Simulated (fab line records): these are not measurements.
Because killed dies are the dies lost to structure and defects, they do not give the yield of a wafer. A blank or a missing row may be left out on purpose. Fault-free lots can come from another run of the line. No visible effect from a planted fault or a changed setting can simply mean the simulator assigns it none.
Matching of chambers -- flow sky130 -- SKY_CONTACT_CMP_27 on cmp-01: 4 sister chambers
The step polishes, stops on SiO2, t overpolish 15 s, target thk 0 nm. 4 wafers are shown with their chamber, then 8 later ones without.

== WAFERS WITH THEIR CHAMBER ==
wafer,chamber,motorCurrentA (A)
L376.2,3,12.9
L376.4,1,11.0
L376.5,0,10.8
L384.3,2,10.3

== WAFERS WHOSE CHAMBER IS MISSING ==
wafer,motorCurrentA (A)
L384.5,10.6
L384.6,11.0
L389.2,10.6
L389.3,11.1
L389.6,9.9
L390.2,9.8
L390.3,10.7
L390.5,9.9

== WHICH CHAMBER EACH WENT THROUGH ==
wafer,from the rows above,in truth
L384.5,can't be placed: 0 or 2 or 1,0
L384.6,can't be placed: 1 or 0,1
L389.2,can't be placed: 0 or 2 or 1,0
L389.3,can't be placed: 1 or 0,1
L389.6,can't be placed: 2 or 0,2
L390.2,can't be placed: 2 or 0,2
L390.3,can't be placed: 0 or 1 or 2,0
L390.5,can't be placed: 2 or 0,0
0 of 8 placed correctly. Unplaceable from these rows: 8, with the true chamber sitting among the candidates in 8. 0 placed wrongly.
How it was worked out, from the rows above alone: a wafer's distance from a chamber is the root of the sum, over the readings, of the square of ((its reading less the chamber's mean) divided by the reading's scatter). If the next closest chamber is less than 2 further off than the closest, the wafer can't be placed; otherwise it belongs to the closest. A chamber's mean is the mean of its shown wafers. The scatter: root of mean squared gap, hidden wafer to nearest shown wafer, with one shown wafer a chamber.
